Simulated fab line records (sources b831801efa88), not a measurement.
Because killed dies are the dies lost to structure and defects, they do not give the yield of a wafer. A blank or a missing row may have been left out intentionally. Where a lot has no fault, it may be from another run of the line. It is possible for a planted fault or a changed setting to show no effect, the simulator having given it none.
A struck lot beside a sound one || flow sky130 || 18 steps out of a route of 708
Sound: these wafers, L346.1, L346.5, L346.6. The struck wafers were L360.3, L360.5, L360.6. Last of all comes the cause.
Per side, at each step with rows, come the tool, then ch with its chambers, and then its first start. Under that, the readings that differ: sound wafers || struck wafers || difference of the means || sigmas: that difference in standard deviations of wafers without a fault.
alike: readings with means less than 2 such deviations apart, plus words and numbers identical on both sides. not compared: withheld readings, readings lacking a value on some wafer, bounds such as >300 that could conceal the same value, and numbers that have no deviation in the record and whose values overlap.
The two part at a step that has a row with sigmas, a row that says differs or no value, or rows on one side only. Non-overlapping numbers with no deviation appear without sigmas and do not part them. A reading that every wafer of one side lacks parts them only if that side has two wafers or more.

first, 3 steps without rows for these wafers: SKY_SONOS_ONO_WET_ETCH_18 (etches Si3N4 in H3PO4, target depth 15 nm, time 172 s); SKY_GATE_OXIDE_CLEAN_00 (cleans in SC1/SC2, time 150 s); SKY_GATE_OXIDE_OXIDATION_01 (stabilise 600 s, purge 300 s, target thk 10.268 nm).
SKY_GATE_OXIDE_THK_MEAS_02:
  struck on filmMetro-02, day 19 12:47; sound on filmMetro-01, day 14 22:16
{"reading": "GATE_OXIDE_OXIDATION_00_THK (nm)", "sound": "9.85 9.88 9.87", "struck": "10.31 10.24 10.28", "difference": "+0.41", "sigmas": "+2"}
then, 7 steps without rows for these wafers: SKY_GATE_OXIDE_DEHYDRATE_03 (time 60 s); SKY_GATE_OXIDE_HMDS_04 (prime time 60 s); SKY_GATE_OXIDE_COAT_05 (resist thk 1140 nm); SKY_GATE_OXIDE_SOFTBAKE_06 (time 60 s); SKY_GATE_OXIDE_EXPOSE_07 (exposes mask LVOM, target cd 600 nm); SKY_GATE_OXIDE_PEB_08; SKY_GATE_OXIDE_DEVELOP_09 (develop time 58.9 s).
SKY_GATE_OXIDE_OVL_MEAS_10:
  struck on overlay-02, day 20 18:53; sound on overlay-01, day 16 01:30
  alike: GATE_OXIDE_OVL
SKY_GATE_OXIDE_IMPLANT_11:
  sound on implanter-03 ch 0, day 16 01:32; struck on implanter-04 ch 0, day 20 19:16
then, 1 step without rows for these wafers: SKY_GATE_OXIDE_WET_ETCH_12 (etches SiO2 in dHF, target depth 16.8 nm, time 336 s).
SKY_GATE_OXIDE_STRIP_13: strips in O2/N2.
  sound on plasmaAsher-04 ch 0,1, day 16 01:47; struck on plasmaAsher-03 ch 0,1, day 20 19:31
  alike: chamberPressureMTorr, drypumpMotorCurrentA, o2FlowSccm, oesProductAu, stripTimeToEndpointS
  not compared: rfHoursCounterH
SKY_GATE_OXIDE_TW_MEAS_14:
  struck on filmMetro-03, day 20 19:49; sound on filmMetro-02, day 16 01:53
{"reading": "GATE_OXIDE_TW", "sound": "219.5 219.3 220.7", "struck": "275.6 275.7 275.5", "difference": "+55.8", "sigmas": "+35"}
then, 1 step without rows for these wafers: SKY_GATE_OXIDE_CLEAN_15 (cleans in SC1/SC2, time 150 s).
-- the record jumps here: 30 days lie between the struck wafers' starts before and after (it left off in module GATE_OXIDE and takes up again in module PAD_OPEN, whose first step shown is number 708 of the route) --
SKY_PAD_OPEN_PROBE_99:
  struck on prober-01, day 50 08:47; sound on prober-01, day 47 08:47
  alike: killed_at_M0_to_M3, killed_at_M4_up, killedAtContacts, killedAtFrontEnd, killedAtOther, killedDies, killedOpen, killedShort

## WHERE THEY PART
Last at SKY_GATE_OXIDE_TW_MEAS_14 as far as this record goes, first at SKY_GATE_OXIDE_THK_MEAS_02. Later steps at which nothing parts them and some readings are alike: SKY_PAD_OPEN_PROBE_99.

WHY: whatever the simulator had introduced
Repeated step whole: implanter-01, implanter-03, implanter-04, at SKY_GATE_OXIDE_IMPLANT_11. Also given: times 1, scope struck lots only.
